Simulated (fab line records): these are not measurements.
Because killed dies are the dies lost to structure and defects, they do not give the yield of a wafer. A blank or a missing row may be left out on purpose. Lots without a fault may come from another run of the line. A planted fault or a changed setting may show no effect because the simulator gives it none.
Which of the tools did it? | flow sky130 | 12 lots with 36 wafers sampled at 4 steps, on a route of 708 steps

WHAT EACH GAUGE READ, for each wafer
SKY_VIA4_THK_MEAS_01. Usual: for VIA4_HDPCVD_THK the level is 1752 nm and the standard deviation is 17.
lot  | measured     | on            | VIA4_HDPCVD_THK (nm) | flag
L975 | day 43 14:49 | film metro-01 | 1745 1740 1735       |
L976 | day 44 09:18 | film metro-03 | 1736 1755 1741       |
L977 | day 44 20:22 | film metro-01 | 1735 1761 1754       |
L978 | day 45 02:20 | film metro-01 | 1732 1771 1750       |
L979 | day 45 06:56 | film metro-01 | 1762 1739 1738       |
L980 | day 45 10:07 | film metro-03 | 1767 1787 1783       |
L981 | day 45 19:30 | film metro-03 | 1765 1753 1762       |
L987 | day 47 09:23 | film metro-01 | 1766 1779 1766       |
L991 | day 48 12:21 | film metro-03 | 1738 1763 1743       |
L995 | day 49 08:19 | film metro-01 | 1739 1758 1733       |
L996 | day 49 10:43 | film metro-01 | 1735 1729 1739       |
L997 | day 49 14:20 | film metro-03 | 1750 1740 1758       |

SKY_PASSIVATION_THK_MEAS_01. Usual: for PASSIVATION_CVD_00_THK the level is 89.6 nm and the standard deviation is 1.1.
lot  | measured     | on            | PASSIVATION_CVD_00_THK (nm) | flag
L975 | day 45 15:53 | film metro-02 | 89.0 89.6 90.0              |
L976 | day 46 08:55 | film metro-01 | 92.7 90.6 91.0              |
L977 | day 46 19:33 | film metro-04 | 89.6 90.6 91.0              |
L978 | day 47 01:35 | film metro-01 | 91.7 92.1 91.7              |
L979 | day 47 05:49 | film metro-04 | 88.3 87.8 90.7              |
L980 | day 47 08:40 | film metro-04 | 89.5 87.4 90.2              |
L981 | day 47 17:20 | film metro-01 | 89.7 88.2 91.5              |
L987 | day 49 05:04 | film metro-04 | 90.1 91.6 90.6              |
L991 | day 50 06:44 | film metro-04 | 88.4 88.5 90.1              |
L995 | day 51 00:19 | film metro-01 | 89.3 90.4 90.1              |
L996 | day 51 02:35 | film metro-01 | 88.0 88.3 90.2              |
L997 | day 51 05:13 | film metro-01 | 90.5 89.5 91.9              |

TOOL THAT RAN EACH LOT (tool first, then ch and the chambers of the sampled wafers, then the start)
lot  | SKY_METAL3_SPUTTER_03        | SKY_VIA4_ETCH_12
L975 | pvd sputter-04, day 37 18:49 | rie diel-02 ch 0,1,3, day 44 14:50
L976 | pvd sputter-01, day 38 14:59 | rie diel-04 ch 0,1,3, day 45 08:31
L977 | pvd sputter-03, day 39 06:16 | rie diel-02 ch 1,2, day 45 19:23
L978 | pvd sputter-04, day 39 13:11 | rie diel-04 ch 1,2, day 46 01:32
L979 | pvd sputter-04, day 39 19:20 | rie diel-03 ch 0,2,3, day 46 05:56
L980 | pvd sputter-04, day 40 01:38 | rie diel-03 ch 0,1,3, day 46 08:41
L981 | pvd sputter-01, day 40 09:28 | rie diel-03 ch 0,1,3, day 46 17:20
L987 | pvd sputter-04, day 42 08:02 | rie diel-04 ch 0,1,3, day 48 06:29
L991 | pvd sputter-01, day 43 16:06 | rie diel-02 ch 1,3, day 49 09:17
L995 | pvd sputter-03, day 44 13:28 | rie diel-04 ch 0,2,3, day 50 03:20
L996 | pvd sputter-03, day 44 17:31 | rie diel-02 ch 0,3, day 50 05:53
L997 | pvd sputter-03, day 44 22:04 | rie diel-04 ch 0,1,2, day 50 09:26
- SKY_METAL3_SPUTTER_03: material Ti, target thk 5 nm, time 3.3 s.
- SKY_VIA4_ETCH_12: etches SiO2 in C4F8/O2/Ar, stops on TiN, target depth 580 nm.

WHAT THE TOOLS THEMSELVES READ (means of the sampled wafers that have a number; where no wafer has one, the mark that the record gives instead)
SKY_METAL3_SPUTTER_03. Usual: throttle valve pct 30.0 %, standard deviation 0.89.
lot  | tool           | throttle valve pct (%) | flag
L975 | pvd sputter-04 | 29.9                   |
L976 | pvd sputter-01 | 30.0                   |
L977 | pvd sputter-03 | 29.5                   |
L978 | pvd sputter-04 | 29.8                   |
L979 | pvd sputter-04 | 30.1                   |
L980 | pvd sputter-04 | 30.4                   |
L981 | pvd sputter-01 | 29.8                   |
L987 | pvd sputter-04 | 29.5                   |
L991 | pvd sputter-01 | 30.2                   |
L995 | pvd sputter-03 | 30.6                   |
L996 | pvd sputter-03 | 30.4                   |
L997 | pvd sputter-03 | 30.6                   |

SKY_VIA4_ETCH_12. Usual: bias w 1200 W, standard deviation 3.7; oes product au 0.925 a.u., standard deviation 0.005.
lot  | tool        | bias w (W) | oes product au (a.u.) | flag
L975 | rie diel-02 | 1199       | 0.926                 |
L976 | rie diel-04 | 1198       | 0.927                 |
L977 | rie diel-02 | 1196       | 0.927                 |
L978 | rie diel-04 | 1202       | 0.927                 |
L979 | rie diel-03 | 1201       | 0.923                 |
L980 | rie diel-03 | 1202       | 0.929                 |
L981 | rie diel-03 | 1197       | 0.924                 |
L987 | rie diel-04 | 1204       | 0.930                 |
L991 | rie diel-02 | 1201       | 0.925                 |
L995 | rie diel-04 | 1201       | 0.927                 |
L996 | rie diel-02 | 1198       | 0.927                 |
L997 | rie diel-04 | 1200       | 0.923                 |

THE ANSWER, worked out from the rows above alone
Rule: lot off if the mean of its wafers having a number is beyond 3 standard deviations from the usual mean. A lot without any number at a reading at which 4 lots or more have one is off too. The other lots that the step has rows for count as sound. Order of review: gauges by route order, followed by the tools' own readings, for which a lot's mean as printed above is used. The first step at which some lot is off is used, and at that step the reading that is off furthest; a lot without a number counts as furthest.
No lot is off at any reading shown: from this, nothing can be told.

WHAT THE SIMULATOR HAD INSERTED
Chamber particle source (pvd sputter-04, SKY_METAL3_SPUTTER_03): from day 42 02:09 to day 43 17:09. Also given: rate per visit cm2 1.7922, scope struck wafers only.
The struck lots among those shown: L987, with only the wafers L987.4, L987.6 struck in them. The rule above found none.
